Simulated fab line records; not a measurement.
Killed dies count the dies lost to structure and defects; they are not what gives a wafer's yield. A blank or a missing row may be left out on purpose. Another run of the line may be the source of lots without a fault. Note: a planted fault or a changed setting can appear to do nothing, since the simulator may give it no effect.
Matching of chambers	flow gf180mcu	3 sister chambers for GF_V3_CVD_02 on pecvd-04
The step deposits SiO2 from TEOS, target thk 850 nm, time 94.851 s. 6 wafers are shown with their chamber, then 8 later ones without.

WAFERS WITH THEIR CHAMBER
wafer	chamber	heater_power_w (W)	rf_fwd_power_W (W)
L531.6	2	776	594.9
L532.4	1	460	599.3
L534.4	0	518	597.2
L534.5	0	576	597.6
L538.4	1	578	595.0
L538.5	2	784	596.8

WAFERS WITHOUT THEIR CHAMBER
wafer	heater_power_w (W)	rf_fwd_power_W (W)
L538.6	535	598.7
L539.1	797	598.0
L539.3	566	597.9
L539.4	673	598.2
L540.2	565	597.7
L540.4	710	603.0
L544.1	657	596.5
L544.5	764	595.9

WHICH CHAMBER EACH ONE RAN IN
wafer	from the rows above	in truth
L538.6	can't be placed: 0 or 1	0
L539.1	2	2
L539.3	can't be placed: 0 or 1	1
L539.4	can't be placed: 2 or 0 or 1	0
L540.2	can't be placed: 0 or 1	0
L540.4	can't be placed: 2 or 0 or 1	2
L544.1	can't be placed: 0 or 2 or 1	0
L544.5	2	2
Correctly placed: 2 of 8. Cannot be placed on the basis of these rows: 6; the candidates contain the true chamber in 6. Placed wrongly: 0.
How it was worked out, from the rows above alone: a wafer's distance from a chamber is the root of the sum, over the readings, of the square of ((its reading less the chamber's mean) divided by the reading's scatter). If the next closest chamber is less than 2 further off than the closest, the wafer can't be placed; otherwise it belongs to the closest. Each chamber's mean is taken over the wafers shown for it. The scatter is the square root of a quotient: the sum, over the shown wafers, of each reading's squared deviation from its chamber's mean, divided by wafers minus chambers.
